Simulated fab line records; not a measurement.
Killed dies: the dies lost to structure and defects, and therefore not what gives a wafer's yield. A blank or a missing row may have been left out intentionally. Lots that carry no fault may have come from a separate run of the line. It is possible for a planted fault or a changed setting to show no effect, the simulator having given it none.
One fault seen from 2 desks -- flow gf180mcu -- numbers are kept per desk, each desk with only its own; the story behind them comes last

METROLOGY DESK
What the gauges read, lot by lot, whatever tool the lot ran on: means of the sampled wafers that have a number. Marked OUT: a lot whose mean sits more than 4 standard deviations from the usual mean, which makes it out of limits; the brackets give that distance.
Columns: A = HV_LDD_OVL at GF_HV_LDD_OVL_MEAS_08, usual -0.3 nm; B = V3_CVD_02_THK at GF_V3_THK_MEAS_03, usual 851 nm
lot,first seen here,A,B
L839,day 9 21:03,-1.6,858
L840,day 10 08:26,-0.4,852
L844,day 11 12:25,0.2,655 (-16) OUT
L845,day 11 21:56,-1.8,648 (-17) OUT
L852,day 14 05:14,-1.6,852
L854,day 14 16:46,1.0,866
L855,day 14 23:05,0.7,851
L856,day 15 03:47,1.0,864
L857,day 15 11:16,0.1,848
L859,day 16 02:14,-1.2,838
L860,day 16 12:53,-0.6,863
L861,day 16 22:05,-0.9,851
Finding of this desk: L844, L845 out of limits, first seen on L844 at day 23 06:44 (V3_CVD_02_THK at GF_V3_THK_MEAS_03). L839, L840, L852, L854, L855, L856, L857, L859, L860, L861 stayed within limits.

TOOL OWNER'S DESK, pecvd-03
The tool's own readings at GF_V3_CVD_02 (deposits SiO2 from TEOS, target thk 850 nm, time 94.851 s): means of the sampled wafers that have a number, for each lot that ran on this tool. Marked OUT: a lot whose mean sits more than 4 standard deviations from the usual mean, which makes it out of limits; the brackets give that distance.
Columns: A = heater power w at GF_V3_CVD_02, usual 678 W; B = run length s at GF_V3_CVD_02, usual 122.9 s
lot,first seen here,A,B
L839,day 21 03:58,661,122.9
L844,day 23 06:40,743,100.9 (-43) OUT
L845,day 23 15:26,730,100.9 (-43) OUT
L852,day 26 05:53,819,123.3
L855,day 26 23:56,756,122.9
L856,day 27 05:01,689,122.6
L857,day 27 08:43,689,122.8
L860,day 28 11:34,711,122.9
Finding of this desk: L844, L845 out of limits; the first was L844 at day 23 06:40, on run length s at GF_V3_CVD_02. L839, L852, L855, L856, L857, L860 stayed within limits.

ALL TOGETHER
At day 23 06:40, on L844, L845, the tool owner's desk was in a position to raise an alarm.
L844, L845 would have let the metrology desk raise an alarm at day 23 06:44.
GF_V3_CVD_02 was run on pecvd-03 by each of the lots named.

WHAT HAD BEEN PUT IN BY THE SIMULATOR
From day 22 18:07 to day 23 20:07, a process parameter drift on pecvd-03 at GF_V3_CVD_02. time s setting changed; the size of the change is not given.
Lots struck among those shown: L844, L845.
Time in hours from fault onset to the first out-of-limits reading at each desk: tool owner's desk 13, metrology desk 13.
